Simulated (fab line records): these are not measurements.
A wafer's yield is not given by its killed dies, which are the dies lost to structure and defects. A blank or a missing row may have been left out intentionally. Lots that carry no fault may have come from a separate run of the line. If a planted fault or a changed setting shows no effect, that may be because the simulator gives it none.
fab line records	flow sky130	part 1 of 2: steps 1 to 43 of 44
record lots=6	wafers=18	last_day=50
route steps=708 shown VIA3@591 METAL4@598 CAP2M@603 PAD_OPEN@708
lots with no fault: from the same line, run without faults
start_h: the number of hours between the record's first day and the start of the first shown wafer of the lot	wait_h: hours from the lot's prior step to this one	" unchanged from the row above	L1.1+2: a row that stands for several wafers	- value missing, or start not given	* or withheld: withheld	< > ~ a bound
route shown NAME@n: NAME is a module with steps in the file, n the number in the route of the first one	usual: mean/standard deviation of fault-free wafers	same: alike in all rows	chamber/n: place in a boat	sites: readings site by site	_std_site: how widely they spread, as a standard deviation	_edge_site: the outer-site mean with the inner-site mean subtracted	radius_mm: how far each site lies from the wafer's centre	mask NAME#n: copy n	behind: the last tool/chamber to shape the wafer	hold: cause of the lot's hold/its duration in hours/its outcome	device: names the non-switching transistor (n, p or np)	end of line: the route-end tests of the same wafers	a step with no rows: only its recipe	killed: not the wafer's yield, but the dies lost to structure and defects at the first sort	map: shows each die of a wafer: x if killed, . if not, _ if none is there
set.NAME: setting as actually run; set.NAME@STEP: the setting as run at that earlier step	model.NAME: the simulator's own value behind a step, which no gauge read
lots seen at some steps along the route; tables by step, rows by wafer
services: from which hour (start_h, from the record's first day; less than 0 if before it) a tool's chamber was out of use, for how many hours, and why
## steps
# step SKY_VIA3_CLEAN_18
# recipe chemistry=IPA	time_s=180	temp_c=25
# step SKY_VIA3_CLEAN_19
# recipe chemistry=O3/DIW	dry=n2_spin
# step SKY_VIA3_SPUTTER_20
# recipe material=TiN	target_thk_nm=20	chamber_pressure_pa=5	power_w=4000	time_s=80
# usual throttle_valve_pct=30.2/1.1
lot.wafer	tool	chamber	start_h	wait_h	throttle_valve_pct
L908.1	pvd_sputter-04	-	942.21	0.0	32.1
L908.3	"	-	"	"	30.2
L908.4	"	-	"	"	30.1
L914.1	pvd_sputter-04	-	993.12	0.0	29.3
L914.3	"	-	"	"	30.4
L914.6	"	-	"	"	32.0
L916.1	pvd_sputter-03	-	1000.59	0.0	30.1
L916.3	"	-	"	"	29.2
L916.4	"	-	"	"	32.1
L926.1	pvd_sputter-03	-	1066.59	0.0	31.9
L926.2	"	-	"	"	28.8
L926.5	"	-	"	"	30.2
L928.1	pvd_sputter-03	-	1076.86	0.0	31.5
L928.3	"	-	"	"	29.6
L928.5	"	-	"	"	31.7
L930.3	pvd_sputter-03	-	1091.27	0.0	31.6
L930.4	"	-	"	"	29.5
L930.5	"	-	"	"	28.9
# step SKY_VIA3_CVD_21
# recipe material=W	target_thk_nm=390	time_s=117.31	temp_c=400	pressure_torr=40
# usual heater_power_w=855/61
lot.wafer	tool	chamber	start_h	wait_h	heater_power_w
L908.1	cvd_w-01	1	942.27	0.0	919
L908.3	"	1	"	"	908
L908.4	"	1	"	"	923
L914.1	cvd_w-02	1	993.18	0.0	857
L914.3	"	1	"	"	820
L914.6	"	0	"	"	772
L916.1	cvd_w-01	1	1000.65	0.0	926
L916.3	"	1	"	"	937
L916.4	"	0	"	"	881
L926.1	cvd_w-01	1	1066.65	0.0	966
L926.2	"	0	"	"	861
L926.5	"	1	"	"	937
L928.1	cvd_w-01	0	1076.93	0.0	862
L928.3	"	1	"	"	941
L928.5	"	0	"	"	842
L930.3	cvd_w-01	0	1091.42	0.1	843
L930.4	"	0	"	"	836
L930.5	"	0	"	"	863
# step SKY_VIA3_RS_MEAS_22
# recipe thk_meas_gauge=four-point-probe	reads=W_of_VIA3_CVD_21+TiN_of_VIA3_SPUTTER_20
# usual VIA3_W_RS=0.292/0.0033
lot.wafer	tool	chamber	start_h	wait_h	VIA3_W_RS[ohm/sq]
L908.1	film_metro-01	-	942.51	0.2	0.290
L908.3	"	-	"	"	0.288
L908.4	"	-	"	"	0.291
L914.1	film_metro-01	-	993.30	0.1	0.288
L914.3	"	-	"	"	0.290
L914.6	"	-	"	"	0.298
L916.1	film_metro-02	-	1000.77	0.1	0.292
L916.3	"	-	"	"	0.294
L916.4	"	-	"	"	0.297
L926.1	film_metro-01	-	1066.77	0.1	0.292
L926.2	"	-	"	"	0.294
L926.5	"	-	"	"	0.288
L928.1	film_metro-03	-	1077.05	0.1	0.289
L928.3	"	-	"	"	0.288
L928.5	"	-	"	"	0.290
L930.3	film_metro-02	-	1091.62	0.2	0.297
L930.4	"	-	"	"	0.292
L930.5	"	-	"	"	0.293
# step SKY_VIA3_THK_MEAS_23
# recipe thk_meas_gauge=xrf	reads=W_of_VIA3_CVD_21
# usual VIA3_W_THK=400/5.4
lot.wafer	tool	chamber	start_h	wait_h	VIA3_W_THK[nm]
L908.1	film_metro-01	-	942.63	0.1	405
L908.3	"	-	"	"	405
L908.4	"	-	"	"	402
L914.1	film_metro-01	-	993.42	0.1	408
L914.3	"	-	"	"	405
L914.6	"	-	"	"	397
L916.1	film_metro-02	-	1000.89	0.1	402
L916.3	"	-	"	"	404
L916.4	"	-	"	"	395
L926.1	film_metro-01	-	1066.89	0.1	396
L926.2	"	-	"	"	393
L926.5	"	-	"	"	406
L928.1	film_metro-03	-	1077.17	0.1	397
L928.3	"	-	"	"	403
L928.5	"	-	"	"	397
L930.3	film_metro-02	-	1091.72	0.1	397
L930.4	"	-	"	"	403
L930.5	"	-	"	"	404
# step SKY_VIA3_CMP_24
# recipe stop_on=SiO2	t_overpolish_s=20	down_force_psi=3.5	platen_rpm=60	target_thk_nm=0	pad_velocity_m_s=0.94248
# step SKY_METAL4_SPUTTER_00
# recipe material=Ti	target_thk_nm=15	power_w=3000	time_s=10	chamber_pressure_pa=0.4
# step SKY_METAL4_SPUTTER_01
# recipe material=TiN	target_thk_nm=20	power_w=6500	time_s=16.7	chamber_pressure_pa=0.4
# step SKY_METAL4_SPUTTER_02
# recipe material=AlCu	target_thk_nm=735	power_w=10600	time_s=39.1	chamber_pressure_pa=0.4
# step SKY_METAL4_SPUTTER_03
# recipe material=Ti	target_thk_nm=5	power_w=3000	time_s=3.3	chamber_pressure_pa=0.4
# usual throttle_valve_pct=29.7/1.1
lot.wafer	tool	chamber	start_h	wait_h	throttle_valve_pct
L908.1	pvd_sputter-01	-	943.08	0.0	28.0
L908.3	"	-	"	"	31.3
L908.4	"	-	"	"	29.4
L914.1	pvd_sputter-01	-	993.87	0.0	29.3
L914.3	"	-	"	"	31.6
L914.6	"	-	"	"	31.5
L916.1	pvd_sputter-01	-	1001.34	0.0	29.2
L916.3	"	-	"	"	28.1
L916.4	"	-	"	"	31.4
L926.1	pvd_sputter-02	-	1069.00	0.0	29.6
L926.2	"	-	"	"	31.2
L926.5	"	-	"	"	31.3
L928.1	pvd_sputter-01	-	1077.61	0.0	28.0
L928.3	"	-	"	"	29.3
L928.5	"	-	"	"	29.0
L930.3	pvd_sputter-02	-	1092.15	0.0	31.3
L930.4	"	-	"	"	29.6
L930.5	"	-	"	"	29.1
# step SKY_METAL4_SPUTTER_04
# recipe material=TiN	target_thk_nm=70	power_w=6500	time_s=56.05	chamber_pressure_pa=0.4
# step SKY_CAP2M_CVD_00
# recipe material=SiO2	target_thk_nm=15.5	temp_c=400	time_s=withheld	rf_w=450
# usual heater_power_w=698/78
lot.wafer	tool	chamber	start_h	wait_h	heater_power_w	model.SiO2_of_CAP2M_CVD_00.thk_nm
L908.1	pecvd-04	2	943.15	0.0	646	15.24
L908.3	"	0	"	"	677	15.42
L908.4	"	1	"	"	799	15.29
L914.1	pecvd-02	0	993.94	0.0	625	15.4
L914.3	"	1	"	"	798	14.36
L914.6	"	2	"	"	738	15.53
L916.1	pecvd-02	1	1001.41	0.0	812	14.39
L916.3	"	0	"	"	639	15.59
L916.4	"	0	"	"	627	15.81
L926.1	pecvd-02	2	1069.06	0.0	752	15.23
L926.2	"	0	"	"	581	15.21
L926.5	"	0	"	"	590	15.52
L928.1	pecvd-02	0	1077.68	0.0	583	15.04
L928.3	"	2	"	"	642	15.73
L928.5	"	2	"	"	652	15.49
L930.3	pecvd-02	0	1092.23	0.0	613	15.34
L930.4	"	2	"	"	692	15.61
L930.5	"	2	"	"	688	15.36
# step SKY_CAP2M_THK_MEAS_01
# recipe reads=SiO2_of_CAP2M_CVD_00
# usual CAP2M_CVD_00_THK=15.49/0.25
lot.wafer	tool	chamber	start_h	wait_h	CAP2M_CVD_00_THK[nm]
L908.1	film_metro-01	-	943.17	-	15.21
L908.3	"	-	"	"	15.40
L908.4	"	-	"	"	15.30
L914.1	film_metro-02	-	993.96	-	15.40
L914.3	"	-	"	"	14.33
L914.6	"	-	"	"	15.50
L916.1	film_metro-02	-	1001.43	-	14.45
L916.3	"	-	"	"	15.64
L916.4	"	-	"	"	15.84
L926.1	film_metro-04	-	1069.10	-	15.29
L926.2	"	-	"	"	15.21
L926.5	"	-	"	"	15.52
L928.1	film_metro-04	-	1077.71	-	15.03
L928.3	"	-	"	"	15.73
L928.5	"	-	"	"	15.45
L930.3	film_metro-01	-	1092.27	-	15.32
L930.4	"	-	"	"	15.61
L930.5	"	-	"	"	15.38
# step SKY_CAP2M_SPUTTER_02
# recipe material=TiN	target_thk_nm=200	temp_c=300	power_w=6500	time_s=166.7	chamber_pressure_pa=0.4
# step SKY_CAP2M_RS_MEAS_03
# recipe thk_meas_gauge=four-point-probe	reads=TiN_of_CAP2M_SPUTTER_02
# usual CAP2M_TIN_RS=6.89/0.08
lot.wafer	tool	chamber	start_h	wait_h	CAP2M_TIN_RS[ohm/sq]
L908.1	film_metro-02	-	943.34	0.1	6.86
L908.3	"	-	"	"	6.86
L908.4	"	-	"	"	6.94
L914.1	film_metro-01	-	994.13	0.1	6.90
L914.3	"	-	"	"	6.80
L914.6	"	-	"	"	6.92
L916.1	film_metro-04	-	1001.60	0.1	6.89
L916.3	"	-	"	"	6.92
L916.4	"	-	"	"	6.76
L926.1	film_metro-02	-	1069.27	0.1	6.84
L926.2	"	-	"	"	6.89
L926.5	"	-	"	"	6.88
L928.1	film_metro-02	-	1077.88	0.1	6.80
L928.3	"	-	"	"	6.92
L928.5	"	-	"	"	6.85
L930.3	film_metro-01	-	1092.46	0.1	6.98
L930.4	"	-	"	"	7.02
L930.5	"	-	"	"	6.86
# step SKY_CAP2M_THK_MEAS_04
# recipe thk_meas_gauge=xrf	reads=TiN_of_CAP2M_SPUTTER_02
# usual CAP2M_TIN_THK=204.2/2.6
lot.wafer	tool	chamber	start_h	wait_h	CAP2M_TIN_THK[nm]
L908.1	film_metro-02	-	943.46	0.1	205.8
L908.3	"	-	"	"	206.6
L908.4	"	-	"	"	203.2
L914.1	film_metro-01	-	994.25	0.1	201.7
L914.3	"	-	"	"	205.7
L914.6	"	-	"	"	202.7
L916.1	film_metro-04	-	1001.72	0.1	204.3
L916.3	"	-	"	"	205.2
L916.4	"	-	"	"	208.5
L926.1	film_metro-02	-	1069.39	0.1	207.0
L926.2	"	-	"	"	205.9
L926.5	"	-	"	"	206.8
L928.1	film_metro-02	-	1078.00	0.1	207.9
L928.3	"	-	"	"	204.6
L928.5	"	-	"	"	206.2
L930.3	film_metro-01	-	1092.56	0.1	201.7
L930.4	"	-	"	"	199.9
L930.5	"	-	"	"	206.2
# step SKY_CAP2M_DEHYDRATE_05
# recipe temp_c=200	time_s=60
# step SKY_CAP2M_HMDS_06
# recipe prime_time_s=60	prime_temp_c=120
# step SKY_CAP2M_COAT_07
# recipe resist=NOVOLAK	spin_rpm=3000	resist_thk_nm=1140
# step SKY_CAP2M_SOFTBAKE_08
# recipe temp_c=90	time_s=60	resist=NOVOLAK
# step SKY_CAP2M_EXPOSE_09
# recipe mask_id=CAP2M	na=0.6	source_shape=conventional	sigma_outer=0.6	polarization=unpolarized	target_cd_nm=1000	dose_mj=159
# step SKY_CAP2M_PEB_10
# recipe temp_c=withheld	time_s=*	resist=NOVOLAK
# step SKY_CAP2M_DEVELOP_11
# recipe resist=NOVOLAK	developer=TMAH	develop_time_s=60	dev_temp_c=23
# step SKY_CAP2M_OVL_MEAS_12
# usual CAP2M_OVL=0.6/1.3
lot.wafer	tool	chamber	start_h	wait_h	CAP2M_OVL[nm]
L908.1	overlay-02	-	967.70	0.1	1.4
L908.3	"	-	"	"	3.7
L908.4	"	-	"	"	2.0
L914.1	overlay-01	-	1017.20	0.1	-1.6
L914.3	"	-	"	"	-0.3
L914.6	"	-	"	"	-0.9
L916.1	overlay-01	-	1024.70	0.1	3.3
L916.3	"	-	"	"	2.7
L916.4	"	-	"	"	1.9
L926.1	overlay-01	-	1089.91	0.1	-0.3
L926.2	"	-	"	"	1.7
L926.5	"	-	"	"	-0.5
L928.1	overlay-01	-	1097.62	0.1	1.2
L928.3	"	-	"	"	1.5
L928.5	"	-	"	"	-0.2
L930.3	overlay-02	-	1112.03	0.1	-0.3
L930.4	"	-	"	"	-0.9
L930.5	"	-	"	"	-0.9
# step SKY_CAP2M_METAL_ETCH_13
# recipe target_depth_nm=220	stop_on=SiO2	chemistry=Cl2/BCl3	target=TiN	pressure_mtorr=10	icp_w=900	bias_w=48.5	Cl2_flow_sccm=60	bcl3_flow_sccm=30	time_s=62.9
# usual drypump_motor_current_A=5.84/0.29	oes_product_au=0.943/0.0082	throttle_valve_pct=21.900/0.01
lot.wafer	tool	chamber	start_h	wait_h	drypump_motor_current_A	oes_product_au	rf_hours_counter_h	throttle_valve_pct
L908.1	rie_metal-03	0	967.74	0.0	5.66	0.949	8	21.907
L908.3	"	0	"	"	5.68	0.938	-	21.895
L908.4	"	1	"	"	6.14	0.936	-	21.900
L914.1	rie_metal-04	1	1017.24	0.0	5.59	0.939	16	21.923
L914.3	"	0	"	"	6.12	0.940	-	21.900
L914.6	"	0	"	"	6.10	0.931	-	21.909
L916.1	rie_metal-04	0	1024.74	0.0	6.09	0.944	15	21.897
L916.3	"	1	"	"	5.61	0.943	-	21.913
L916.4	"	0	"	"	6.09	0.951	-	21.895
L926.1	rie_metal-03	0	1089.95	0.0	5.69	0.953	15	21.906
L926.2	"	1	"	"	6.13	0.943	9	21.917
L926.5	"	0	"	"	5.67	0.949	-	21.891
L928.1	rie_metal-03	0	1097.66	0.0	5.68	0.958	16	21.896
L928.3	"	1	"	"	6.11	0.942	-	21.905
L928.5	"	0	"	"	5.67	0.948	-	21.892
L930.3	rie_metal-02	0	1112.08	0.0	5.43	0.931	-	21.917
L930.4	"	1	"	"	6.13	0.929	-	21.917
L930.5	"	1	"	"	6.13	0.941	-	21.910
# step SKY_CAP2M_STRIP_14
# recipe chemistry=O2/N2	power_w=1400	pressure_mtorr=1500	platen_temp_c=withheld	o2_flow_sccm=3000	n2_flow_sccm=300	overash_fraction=0.5
# step SKY_CAP2M_STRIP_15
# recipe chemistry=post_etch_residue_remover	time_s=1200	temp_c=72.5
# step SKY_CAP2M_CLEAN_16
# recipe chemistry=IPA	time_s=180	temp_c=25
# step SKY_CAP2M_CLEAN_17
# recipe chemistry=O3/DIW	dry=n2_spin
# step SKY_METAL4_DEHYDRATE_05
# recipe temp_c=200	time_s=60
# step SKY_METAL4_HMDS_06
# recipe prime_time_s=60	prime_temp_c=120
# step SKY_METAL4_COAT_07
# recipe resist=BARC	temp_c=withheld	time_s=withheld	spin_rpm=3000	resist_thk_nm=60
# step SKY_METAL4_COAT_08
# recipe resist=KrF-thick	spin_rpm=3000	resist_thk_nm=1140
# step SKY_METAL4_SOFTBAKE_09
# recipe temp_c=100	time_s=90	resist=KrF-thick
# step SKY_METAL4_EXPOSE_10
# recipe mask_id=MM4	na=0.68	source_shape=annular	sigma_inner=0.4	sigma_outer=0.8	target_cd_nm=300	dose_mj=28
# step SKY_METAL4_PEB_11
# recipe peb_temp_c=withheld	peb_time_s=withheld	resist=KrF-thick
# step SKY_METAL4_DEVELOP_12
# recipe develop_time_s=60	resist=KrF-thick	dev_temp_c=21
# step SKY_METAL4_CD_MEAS_13
# recipe target_cd_nm=300
# usual cd_nm=299.5/1.4
lot.wafer	tool	chamber	start_h	wait_h	cd_nm
L908.1	cd_sem-02	-	992.47	-	299.7
L908.3	"	-	"	"	300.8
L908.4	"	-	"	"	302.0
L914.1	cd_sem-01	-	1040.55	-	298.8
L914.3	"	-	"	"	298.2
L914.6	"	-	"	"	299.0
L916.1	cd_sem-02	-	1045.39	-	300.9
L916.3	"	-	"	"	300.4
L916.4	"	-	"	"	301.4
L926.1	cd_sem-02	-	1110.87	-	298.7
L926.2	"	-	"	"	298.9
L926.5	"	-	"	"	298.1
L928.1	cd_sem-01	-	1118.40	-	300.1
L928.3	"	-	"	"	299.7
L928.5	"	-	"	"	300.0
L930.3	cd_sem-02	-	1132.63	-	301.3
L930.4	"	-	"	"	304.2
L930.5	"	-	"	"	301.8
# step SKY_METAL4_OVL_MEAS_14
# usual METAL4_OVL=-1/5.3
lot.wafer	tool	chamber	start_h	wait_h	METAL4_OVL[nm]
L908.1	overlay-02	-	992.59	0.1	0
L908.3	"	-	"	"	2
L908.4	"	-	"	"	-2
L914.1	overlay-01	-	1040.67	0.1	-1
L914.3	"	-	"	"	-6
L914.6	"	-	"	"	-11
L916.1	overlay-01	-	1045.51	0.1	0
L916.3	"	-	"	"	4
L916.4	"	-	"	"	1
L926.1	overlay-02	-	1110.99	0.1	-7
L926.2	"	-	"	"	-9
L926.5	"	-	"	"	-6
L928.1	overlay-01	-	1118.52	0.1	-2
L928.3	"	-	"	"	-1
L928.5	"	-	"	"	4
L930.3	overlay-02	-	1132.72	0.1	-11
L930.4	"	-	"	"	-7
L930.5	"	-	"	"	-11
# step SKY_METAL4_DESCUM_15
# recipe chemistry=O2	source_power_w=150	bias_power_w=0	pressure_mtorr=10	temp_c=40	time_s=8
# usual drypump_motor_current_A=5.9/0.36	oes_product_au=0.997/0.01
lot.wafer	tool	chamber	start_h	wait_h	drypump_motor_current_A	oes_product_au	rf_hours_counter_h
L908.1	rie_metal-03	1	992.62	0.0	6.2	1.003	3
L908.3	"	0	"	"	5.7	0.994	-
L908.4	"	1	"	"	6.1	1.002	-
L914.1	rie_metal-03	0	1040.71	0.0	5.7	0.981	12
L914.3	"	0	"	"	5.7	1.001	-
L914.6	"	0	"	"	5.7	0.984	-
L916.1	rie_metal-03	0	1045.55	0.0	5.7	0.991	13
L916.3	"	0	"	"	5.7	0.990	-
L916.4	"	1	"	"	6.1	1.013	-
L926.1	rie_metal-01	1	1111.02	0.0	5.3	0.998	25
L926.2	"	0	"	"	6.6	1.003	19
L926.5	"	1	"	"	5.4	1.008	-
L928.1	rie_metal-01	0	1118.56	0.0	6.6	1.015	19
L928.3	"	0	"	"	6.6	1.004	-
L928.5	"	0	"	"	6.6	1.012	-
L930.3	rie_metal-04	0	1132.75	0.0	6.1	0.999	-
L930.4	"	1	"	"	5.6	1.001	-
L930.5	"	0	"	"	6.1	0.990	-
# step SKY_METAL4_ETCH_16
# recipe chemistry=N2/H2	target=BARC	ion_energy_ev=200	bias_w=101.4	pressure_mtorr=30	n2_flow_sccm=100	h2_flow_sccm=200	icp_w=500	stop_on=SiO2	time_s=88.2	target_depth_a=600
# usual drypump_motor_current_A=5.9/0.36	oes_product_au=0.625/0.0042	throttle_valve_pct=13.205/0.0093
lot.wafer	tool	chamber	start_h	wait_h	drypump_motor_current_A	oes_product_au	rf_hours_counter_h	throttle_valve_pct	model.SiO2_of_CAP2M_CVD_00.thk_nm
L908.1	rie_metal-03	1	992.65	0.0	6.2	0.622	3	13.225	15.21
L908.3	"	0	"	"	5.7	0.622	-	13.201	15.4
L908.4	"	1	"	"	6.2	0.626	-	13.176	15.27
L914.1	rie_metal-03	0	1040.74	0.0	5.7	0.626	12	13.200	15.38
L914.3	"	0	"	"	5.7	0.625	-	13.220	14.33
L914.6	"	0	"	"	5.7	0.625	-	13.216	15.5
L916.1	rie_metal-03	0	1045.58	0.0	5.7	0.621	13	13.193	14.36
L916.3	"	0	"	"	5.7	0.624	-	13.209	15.57
L916.4	"	1	"	"	6.1	0.619	-	13.201	15.78
L926.1	rie_metal-01	1	1111.05	0.0	5.3	0.628	25	13.195	15.2
L926.2	"	0	"	"	6.5	0.634	19	13.200	15.19
L926.5	"	1	"	"	5.4	0.626	-	13.210	15.49
L928.1	rie_metal-01	0	1118.59	0.0	6.6	0.624	20	13.214	15.01
L928.3	"	0	"	"	6.6	0.628	-	13.216	15.7
L928.5	"	0	"	"	6.6	0.623	-	13.199	15.46
L930.3	rie_metal-04	0	1132.81	0.0	6.1	0.628	-	13.215	15.31
L930.4	"	1	"	"	5.6	0.625	-	13.198	15.59
L930.5	"	0	"	"	6.1	0.621	-	13.196	15.34
# step SKY_METAL4_ETCH_17
# recipe target=SiO2	stop_on=TiN	chemistry=C4F8/O2/Ar	source_w=1500	bias_w=1200	pressure_mtorr=40	c4f8_flow_sccm=withheld	O2_flow_sccm=6	Ar_flow_sccm=300	time_s=3.9	target_depth_a=150
# usual oes_product_au=0.753/0.0084
lot.wafer	tool	chamber	start_h	wait_h	oes_product_au	rf_hours_counter_h	model.etch.depth_nm
L908.1	rie_diel-01	0	992.75	0.1	0.747	8	15.21
L908.3	"	3	"	"	0.749	4	15.4
L908.4	"	2	"	"	0.752	8	15.27
L914.1	rie_diel-01	0	1040.84	0.1	0.746	9	15.38
L914.3	"	2	"	"	0.718	10	14.33
L914.6	"	3	"	"	0.758	-	15.5
L916.1	rie_diel-02	2	1045.68	0.1	0.728	14	14.36
L916.3	"	1	"	"	0.756	19	15.57
L916.4	"	0	"	"	0.759	10	15.78
L926.1	rie_diel-03	2	1111.15	0.1	0.750	5	15.2
L926.2	"	3	"	"	0.733	14	15.19
L926.5	"	3	"	"	0.754	-	15.49
L928.1	rie_diel-01	3	1118.69	0.1	0.744	7	15.01
L928.3	"	2	"	"	0.758	12	15.7
L928.5	"	1	"	"	0.756	-	15.46
L930.3	rie_diel-01	0	1132.87	0.0	0.747	12	15.31
L930.4	"	2	"	"	0.755	13	15.59
L930.5	"	3	"	"	0.755	-	15.34
## key
first_sign step=SKY_CAP2M_THK_MEAS_01	reading=CAP2M_CVD_00_THK	direction=down	sigmas=4.4	usual=15.49	struck=14.39
effect step=SKY_METAL4_ETCH_17	reading=oes_product_au	direction=down	sigmas=3.6	usual=0.753	struck=0.723
model_effect step=SKY_CAP2M_CVD_00	value=SiO2_of_CAP2M_CVD_00.thk_nm	without=15.48	struck=14.37
model_effect step=SKY_METAL4_ETCH_16	value=SiO2_of_CAP2M_CVD_00.thk_nm	without=15.46	struck=14.35
model_effect step=SKY_METAL4_ETCH_17	value=etch.depth_nm	without=15.46	struck=14.35
model_effect step=SKY_PAD_OPEN_PROBE_99	value=etest.cap_mim2.bv_v	without=14.21	struck=13.19
met_at SKY_CAP2M_CVD_00
struck_wafers L914.3,L916.1
fault kind=process_parameter_drift	tool=pecvd-02	chamber=1	onset_h=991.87	steps=SKY_CAP2M_CVD_00	channel=target_thk_nm	offset=-1.1184	shape=step	end_h=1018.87	acts_in=these_recipes_only	stated=15.5
